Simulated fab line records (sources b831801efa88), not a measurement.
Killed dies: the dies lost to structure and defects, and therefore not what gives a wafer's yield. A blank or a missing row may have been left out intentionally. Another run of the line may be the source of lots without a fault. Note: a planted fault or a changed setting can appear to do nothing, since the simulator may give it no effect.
A sampling plan put to the test ; flow sky130 ; 15 faults told of in these records, all on one fab line, each judged by the records of the lots it struck
The plan is the line's own looks: the steps of the route at which a gauge or an inspection reads the wafer and doesn't change it. A look is open to judgement when struck wafers have a number at it and the file gives its usual mean and standard deviation on fault-free wafers. Caught: the struck wafers' mean, at a look after the fault's first step, is 4 or more of those standard deviations (sigma) away from the usual mean. On the tool: the identical test, applied to the tool's own readings at the steps of the fault. If the struck wafers alone have a blank record, or they carry another recipe, that too counts as caught.

## THE FAULTS, as the simulator had put them in
1. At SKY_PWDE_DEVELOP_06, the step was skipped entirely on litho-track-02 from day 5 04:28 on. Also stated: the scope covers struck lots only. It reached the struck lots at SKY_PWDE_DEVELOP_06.
2. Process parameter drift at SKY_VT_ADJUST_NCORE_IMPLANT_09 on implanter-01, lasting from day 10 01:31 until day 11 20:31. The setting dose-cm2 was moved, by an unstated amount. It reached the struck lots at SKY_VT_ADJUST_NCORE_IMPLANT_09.
3. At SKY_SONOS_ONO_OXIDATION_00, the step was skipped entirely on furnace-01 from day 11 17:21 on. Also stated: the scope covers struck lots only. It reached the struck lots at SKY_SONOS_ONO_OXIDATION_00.
4. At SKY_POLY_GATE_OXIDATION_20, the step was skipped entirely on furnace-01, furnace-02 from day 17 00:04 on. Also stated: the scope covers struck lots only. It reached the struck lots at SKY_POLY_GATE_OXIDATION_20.
5. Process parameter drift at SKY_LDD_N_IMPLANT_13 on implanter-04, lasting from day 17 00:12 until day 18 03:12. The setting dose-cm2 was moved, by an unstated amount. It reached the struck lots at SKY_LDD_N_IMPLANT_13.
6. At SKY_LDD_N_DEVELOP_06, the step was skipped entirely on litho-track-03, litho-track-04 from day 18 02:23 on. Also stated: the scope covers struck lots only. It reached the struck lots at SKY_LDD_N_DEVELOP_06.
7. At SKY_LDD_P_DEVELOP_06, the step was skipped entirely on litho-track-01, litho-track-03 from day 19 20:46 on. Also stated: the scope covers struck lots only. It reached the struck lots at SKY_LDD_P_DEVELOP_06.
8. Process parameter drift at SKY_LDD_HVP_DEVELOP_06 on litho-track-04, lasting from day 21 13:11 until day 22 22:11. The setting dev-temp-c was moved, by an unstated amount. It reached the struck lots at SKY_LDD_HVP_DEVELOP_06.
9. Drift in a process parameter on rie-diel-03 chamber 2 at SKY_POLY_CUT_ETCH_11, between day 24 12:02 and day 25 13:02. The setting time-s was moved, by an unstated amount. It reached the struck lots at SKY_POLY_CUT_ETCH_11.
10. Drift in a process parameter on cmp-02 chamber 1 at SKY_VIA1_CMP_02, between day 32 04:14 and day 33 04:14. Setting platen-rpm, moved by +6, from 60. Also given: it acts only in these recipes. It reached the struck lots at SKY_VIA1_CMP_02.
11. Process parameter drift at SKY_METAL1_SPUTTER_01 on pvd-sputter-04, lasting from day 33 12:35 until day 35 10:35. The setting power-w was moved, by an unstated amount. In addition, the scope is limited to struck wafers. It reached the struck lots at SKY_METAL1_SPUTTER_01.
12. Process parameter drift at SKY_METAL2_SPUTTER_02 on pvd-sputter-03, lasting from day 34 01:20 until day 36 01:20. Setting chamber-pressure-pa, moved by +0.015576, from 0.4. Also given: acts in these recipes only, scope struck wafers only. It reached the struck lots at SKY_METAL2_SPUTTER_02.
13. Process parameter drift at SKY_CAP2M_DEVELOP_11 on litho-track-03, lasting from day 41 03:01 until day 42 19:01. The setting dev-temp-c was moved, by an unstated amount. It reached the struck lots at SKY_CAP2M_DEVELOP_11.
14. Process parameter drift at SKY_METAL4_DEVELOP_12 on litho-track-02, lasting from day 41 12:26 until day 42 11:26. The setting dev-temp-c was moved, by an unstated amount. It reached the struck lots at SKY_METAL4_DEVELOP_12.
15. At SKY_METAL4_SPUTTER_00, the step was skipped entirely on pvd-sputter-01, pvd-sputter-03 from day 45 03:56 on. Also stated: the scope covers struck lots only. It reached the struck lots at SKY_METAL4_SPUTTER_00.

## WHAT THE PLAN SAW
fault;on the tool itself;first look that catches it;reading, sigma;median hours from its first step to that look;hours from the fault's start to the first struck lot there;judged looks passed uncaught
1;the tool's record is blank for the struck wafers;no look after it can be judged;-;-;-;0
2;dose-ions-cm2 +62 sigma;no look after it can be judged;-;-;-;0
3;the tool's record is blank for the struck wafers;no look after it can be judged;-;-;-;0
4;the tool's record is blank for the struck wafers;no look after it can be judged;-;-;-;0
5;dose-ions-cm2 +99 or beyond sigma;not the one look that can be judged after it;-;-;-;1
6;the tool's record is blank for the struck wafers;no look after it can be judged;-;-;-;0
7;the tool's record is blank for the struck wafers;not the one look that can be judged after it;-;-;-;1
8;developer-temp-C +8.2 sigma;not the one look that can be judged after it;-;-;-;1
9;oes-product-au +16 sigma;not the one look that can be judged after it;-;-;-;1
10;platen-rpm +99 or beyond sigma;no look after it can be judged;-;-;-;0
11;cathode-dc-power-W +99 or beyond sigma;not the one look that can be judged after it;-;-;-;1
12;chamber-pressure-pa +19 sigma;no look after it can be judged;-;-;-;0
13;developer-temp-C +23 sigma;no look after it can be judged;-;-;-;0
14;developer-temp-C +5.3 sigma;not the one look that can be judged after it;-;-;-;1
15;the tool's record is blank for the struck wafers;no look after it can be judged;-;-;-;0
Dash: fault not caught, or number not given in these records.

Caught at a look: 0 of 15. Caught on the tool: 15 of 15. By one or the other: 15 of 15.
Faults 1, 2, 3, 4, 5, 6, 7, 8, 9, 10, 11, 12, 13, 14, 15 were caught on the tool alone.
